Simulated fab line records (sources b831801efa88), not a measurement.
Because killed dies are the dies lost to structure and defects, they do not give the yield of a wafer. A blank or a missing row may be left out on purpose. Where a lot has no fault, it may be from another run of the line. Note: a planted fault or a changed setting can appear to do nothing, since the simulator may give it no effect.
Comparing a struck lot with a sound one + flow sky130 + 16 steps out of a route of 708
Sound: the wafers L623.2, L623.3, L623.4. Struck: wafers L630.2, L630.3 (left out: L630.6, a lot-mate that was not struck); the cause follows at the end.
Each step with rows lists, per side, the tool, then ch with its chambers, then its first start. Under that, the readings that differ: sound wafers + struck wafers + difference of the means + sigmas: that difference in standard deviations of wafers without a fault.
alike: same words and numbers on both sides, and readings whose means sit less than 2 such deviations apart. not compared: any withheld reading, any reading some wafer has no value for, any bound like >300 that may hide the same value, and any number with overlapping values for which the record gives no deviation.
Wherever a step has rows on one side only, a row that says differs or no value, or a row with sigmas, the two part there. When numbers do not overlap yet have no deviation, they are printed without sigmas and do not part them. A reading missing from all wafers of one side parts the sides only when that side holds two or more wafers.

first, 1 step without rows for these wafers: SKY_POLY_CUT_DEVELOP_07 (develop time 60 s).
SKY_POLY_CUT_CD_MEAS_08: the cd target is 270 nm.
  struck on cd_sem-01, day 28 21:35; sound on cd_sem-01, day 26 02:44
  alike: cd_nm
SKY_POLY_CUT_OVL_MEAS_09:
  struck on overlay-01, day 28 21:41; sound on overlay-01, day 26 02:50
  alike: POLY_CUT_OVL
SKY_POLY_CUT_ETCH_10: etches BARC in N2/H2, stops on SiO2, time 45.9 s, target depth 60 nm.
  sound on rie_diel-01 ch 1,2,3, day 26 02:52; struck on rie_diel-01 ch 0,2, day 28 21:43
  alike: drypump_motor_current_A, oes_product_au, throttle_valve_pct
  not compared: rf_hours_counter_h
SKY_POLY_CUT_ETCH_11: etches Si3N4 in CF4/CH2F2/Ar, stops on poly-Si, time 42.5 s, target depth 60 nm.
  sound on rie_diel-01 ch 1,2,3, day 26 02:55; struck on rie_diel-01 ch 0,2, day 28 21:46
  alike: drypump_motor_current_A, oes_product_au, throttle_valve_pct
  not compared: rf_hours_counter_h
SKY_POLY_CUT_STRIP_12: strips in O2/N2.
  sound on plasma_asher-01 ch 0,1, day 26 02:57; struck on plasma_asher-01 ch 0,1, day 28 21:49
  alike: drypump_motor_current_A, oes_product_au, strip_time_to_endpoint_s
  not compared: rf_hours_counter_h
then, 6 steps without rows for these wafers: SKY_SD_P_DEHYDRATE_00 (time 60 s); SKY_SD_P_HMDS_01 (prime time 60 s); SKY_SD_P_COAT_02 (resist thk 1140 nm); SKY_SD_P_SOFTBAKE_03 (time 60 s); SKY_SD_P_EXPOSE_04 (exposes mask PSDM, target cd 380 nm); SKY_SD_P_PEB_05.
SKY_SD_P_DEVELOP_06: develop time 60 s.
  sound on litho_track-02 ch 0, day 27 08:01; struck on litho_track-03 ch 0, day 30 00:23
  alike: exhaust_pa
SKY_SD_P_CD_MEAS_07: the cd target is 380 nm.
  struck on cd_sem-02, day 30 00:32; sound on cd_sem-02, day 27 08:09
| reading    | sound             | struck      | difference | sigmas |
|------------|-------------------|-------------|------------|--------|
| cd_nm (nm) | 380.8 380.6 377.8 | 239.9 239.4 | -140.1     | -56    |
SKY_SD_P_OVL_MEAS_08:
  struck on overlay-02, day 30 00:38; sound on overlay-01, day 27 08:16
  alike: SD_P_OVL
-- record jumps: 19 days separate the struck wafers' starts on either side; left off in module SD_P, taken up again in module PAD_OPEN, whose first shown step is the route's number 708 --
SKY_PAD_OPEN_PROBE_99:
  rows exist in the record for the struck wafers here (prober-02, day 48 21:47), but not for the sound ones

## WHERE THEY PART
At SKY_SD_P_CD_MEAS_07 first; at SKY_PAD_OPEN_PROBE_99 last (within this record only).

WHY: whatever the simulator had introduced
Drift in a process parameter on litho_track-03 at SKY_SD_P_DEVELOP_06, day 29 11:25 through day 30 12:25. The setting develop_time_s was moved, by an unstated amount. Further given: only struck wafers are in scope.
